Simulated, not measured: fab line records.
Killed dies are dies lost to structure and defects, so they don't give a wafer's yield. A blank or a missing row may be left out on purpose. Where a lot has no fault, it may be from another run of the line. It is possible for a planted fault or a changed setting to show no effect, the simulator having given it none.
Problem report, 8D (eight disciplines) form, completed by code    flow sky130    the parts of the form that need people (team, actions taken, sign-off) are left out

## 1. THE ISSUE
Wafers without a fault read 3000.0 W, standard deviation 0.52; cathodeDcPowerW at SKY_METAL5_SPUTTER_03 reads a mean of 2918.7 W on 2 wafers belonging to 2 lots. That is -99 or more standard deviations from the usual mean.
The step: material Ti, target thk 5 nm, time 3.3 s.
First observed at day 46 04:17: wafer L662.5, on pvdSputter-01. The record has a number at this step for 39 wafers belonging to 13 lots. By rule, "out" or "out of limits" means more than 4 standard deviations away from the usual mean. Any other wafer with a number is counted as sound.

## 2. WHAT IT IS, WHAT IT ISN'T
question                     is                 is not
which readings at this step  cathodeDcPowerW    throttleValvePct
which lots                   L662, L664         L649, L650, L652, L653, L657, L660, L661, L666, L667, L669, L671
which wafers of those lots   L662.5, L664.6     L662.3, L662.6, L664.2, L664.4
read on which tools          pvdSputter-01      pvdSputter-02, pvdSputter-03
when                         from day 46 04:17  up to then (23 sound wafers); but 14 sound wafers of L664, L666, L667, L669, L671 came after

## 3. SUSPECTS, AND WHAT RULES EACH OUT
Counting: a tool at a process step up to the reading stays a suspect if it ran every lot that is out. Sound lots after the first of them don't rule it out here, since some wafers of a struck lot are sound.
- pvdSputter-01 at SKY_METAL5_SPUTTER_03 (material Ti, target thk 5 nm, time 3.3 s): kept. Ran every lot that is out, first one L662 (day 46 04:17); last sound lot up to then L653 (day 43 21:30). Out on those wafers are its own readings of cathodeDcPowerW.
The count leaves pvdSputter-01 at SKY_METAL5_SPUTTER_03.

## 4. THE CAUSE (what the simulator had put in)
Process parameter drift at SKY_METAL5_SPUTTER_03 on pvdSputter-01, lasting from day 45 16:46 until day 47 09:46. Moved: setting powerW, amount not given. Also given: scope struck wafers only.
The count eliminated every tool but this one.

## 5. SEQUENCE OF EFFECTS, ordered by route
Each row: a reading whose mean over the struck wafers that have a number lies more than 3 standard deviations from the usual. Only readings for which the record gives a usual standard deviation are gone through. hours: the time from each lot's start at the first step in this table that gives one to its start at this step, as a median over the lots. sigmas: the change in usual standard deviations.
hours  step                   reading          usual     on struck wafers  change  sigmas
0      SKY_METAL5_SPUTTER_03  cathodeDcPowerW  3000.0 W  2918.7            -81.3   -99 or more
Its process steps:
- SKY_METAL5_SPUTTER_03: material Ti, target thk 5 nm, time 3.3 s.

## 6. WHAT WOULD HAVE CAUGHT IT SOONER
12 hours passed between the start of the fault at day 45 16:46 and the first reading out of limits in this record, taken at day 46 04:17.
